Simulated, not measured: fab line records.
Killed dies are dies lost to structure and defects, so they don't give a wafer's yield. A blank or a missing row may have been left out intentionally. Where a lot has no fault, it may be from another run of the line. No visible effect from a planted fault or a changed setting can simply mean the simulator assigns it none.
Which tool did it? -- flow gf180mcu -- 42 wafers from 14 lots sampled at 4 of the route's 602 steps

WHAT THE GAUGES READ, wafer by wafer
GF_CONTACT_RS_MEAS_25: measures by four-point-probe. Usual: CONTACT_W_RS 0.405 ohm/sq, standard deviation 0.0091.
lot,measured,on,CONTACT_W_RS (ohm/sq),flag
L871,day 16 18:23,film-metro-02,0.413 0.410 0.414,
L874,day 17 17:27,film-metro-01,0.404 0.405 0.412,
L875,day 17 23:12,film-metro-03,0.392 0.406 0.408,
L876,day 18 12:19,film-metro-01,0.413 0.409 0.405,
L879,day 19 13:48,film-metro-03,0.418 0.416 0.409,
L881,day 20 07:25,film-metro-01,0.415 0.404 0.407,
L882,day 20 17:36,film-metro-03,0.414 0.411 0.409,
L883,day 21 04:20,film-metro-01,0.411 0.397 0.415,
L885,day 21 17:05,film-metro-02,0.397 0.414 0.396,
L886,day 22 01:32,film-metro-03,0.405 0.409 0.407,
L887,day 22 11:41,film-metro-01,0.423 0.418 0.415,
L888,day 22 16:07,film-metro-01,0.393 0.405 0.393,
L892,day 23 19:57,film-metro-01,0.404 0.409 0.414,
L893,day 24 05:36,film-metro-03,0.403 0.402 0.402,

GF_V1_THK_MEAS_01. Usual: V1_CVD_00_THK 621 nm, standard deviation 8.6.
lot,measured,on,V1_CVD_00_THK (nm),flag
L871,day 17 19:02,film-metro-04,629 621 638,
L874,day 18 19:08,film-metro-04,634 644 639,
L875,day 19 00:29,film-metro-01,607 616 617,
L876,day 19 14:07,film-metro-03,618 614 604,
L879,day 20 15:20,film-metro-01,609 621 614,
L883,day 22 05:47,film-metro-04,625 629 627,
L885,day 22 17:26,film-metro-01,623 616 623,
L886,day 23 02:14,film-metro-01,629 634 627,
L887,day 23 11:46,film-metro-01,621 627 612,
L888,day 23 16:02,film-metro-01,627 636 620,
L892,day 24 19:29,film-metro-01,621 613 616,
L893,day 25 04:36,film-metro-04,615 626 617,

GF_V1_THK_MEAS_03. Usual: V1_CVD_02_THK 853 nm, standard deviation 12.
lot,measured,on,V1_CVD_02_THK (nm),flag
L871,day 17 19:10,film-metro-03,851 868 863,
L874,day 18 19:16,film-metro-03,830 836 865,
L875,day 19 00:37,film-metro-03,860 831 868,
L876,day 19 14:15,film-metro-01,874 849 861,
L879,day 20 15:28,film-metro-04,870 859 878,
L883,day 22 05:55,film-metro-03,853 872 850,
L885,day 22 17:36,film-metro-04,845 848 857,
L886,day 23 02:25,film-metro-01,840 856 853,
L887,day 23 11:53,film-metro-03,850 847 851,
L888,day 23 16:10,film-metro-04,862 838 845,
L892,day 24 19:37,film-metro-04,857 868 866,
L893,day 25 04:44,film-metro-03,841 843 855,

EACH LOT AND THE TOOL THAT RAN IT (in order: tool; ch and the chambers of the sampled wafers; start)
lot,GF_M1_SPUTTER_03
L871,"pvd-sputter-04, day 16 19:01"
L874,"pvd-sputter-02, day 17 18:05"
L875,"pvd-sputter-02, day 17 23:50"
L876,"pvd-sputter-03, day 18 12:55"
L879,"pvd-sputter-03, day 19 14:25"
L881,"pvd-sputter-04, day 20 08:02"
L882,"pvd-sputter-03, day 20 18:14"
L883,"pvd-sputter-04, day 21 04:58"
L885,"pvd-sputter-04, day 21 17:44"
L886,"pvd-sputter-04, day 22 02:10"
L887,"pvd-sputter-02, day 22 12:16"
L888,"pvd-sputter-03, day 22 16:45"
L892,"pvd-sputter-04, day 23 20:35"
L893,"pvd-sputter-04, day 24 06:13"
- GF_M1_SPUTTER_03: material Ti, target thk 10 nm, time 6.7 s.

WHAT THE TOOLS THEMSELVES READ (means of the sampled wafers that have a number; where no wafer has one, the mark that the record gives instead)
GF_M1_SPUTTER_03. Usual: cathode-dc-power-W 3000.1 W, standard deviation 0.55; chamber-pressure-pa 0.3001 Pa, standard deviation 0.00056; throttle-valve-pct 29.9 %, standard deviation 0.99.
lot,tool,cathode-dc-power-W (W),chamber-pressure-pa (Pa),throttle-valve-pct (%),flag
L871,pvd-sputter-04,2999.9,0.2999,29.9,
L874,pvd-sputter-02,3000.2,0.2996,30.9,
L875,pvd-sputter-02,2999.7,0.3005,30.6,
L876,pvd-sputter-03,2999.8,0.3000,30.1,
L879,pvd-sputter-03,2999.9,0.3004,29.7,
L881,pvd-sputter-04,-,-,-,OFF
L882,pvd-sputter-03,-,-,-,OFF
L883,pvd-sputter-04,3000.5,0.2995,30.0,
L885,pvd-sputter-04,3000.4,0.3003,28.9,
L886,pvd-sputter-04,3000.2,0.2999,30.3,
L887,pvd-sputter-02,3000.0,0.3000,31.1,
L888,pvd-sputter-03,3000.3,0.3005,29.9,
L892,pvd-sputter-04,3000.2,0.2999,29.1,
L893,pvd-sputter-04,3000.7,0.2996,28.7,

THE ANSWER, worked out from the rows above alone
Rule: a lot is off if the mean of its wafers that have a number lies more than 3 standard deviations from the usual mean. Also off: a lot with no number at a reading for which 4 or more lots have one. All remaining lots with rows at the step are treated as sound. Order of review: gauges by route order, followed by the tools' own readings, for which a lot's mean as printed above is used. At the first step where some lot is off, the reading lying furthest off is the one used; lots without a number count as furthest.
Off, at GF_M1_SPUTTER_03 on cathode-dc-power-W: L881, L882. Without a number there: L881, L882.
A tool fits if, at that step or a process step before it, it ran every lot that is off, and no sound lot after the first of them. No candidate that was tried fits.

WHAT THE SIMULATOR PUT IN
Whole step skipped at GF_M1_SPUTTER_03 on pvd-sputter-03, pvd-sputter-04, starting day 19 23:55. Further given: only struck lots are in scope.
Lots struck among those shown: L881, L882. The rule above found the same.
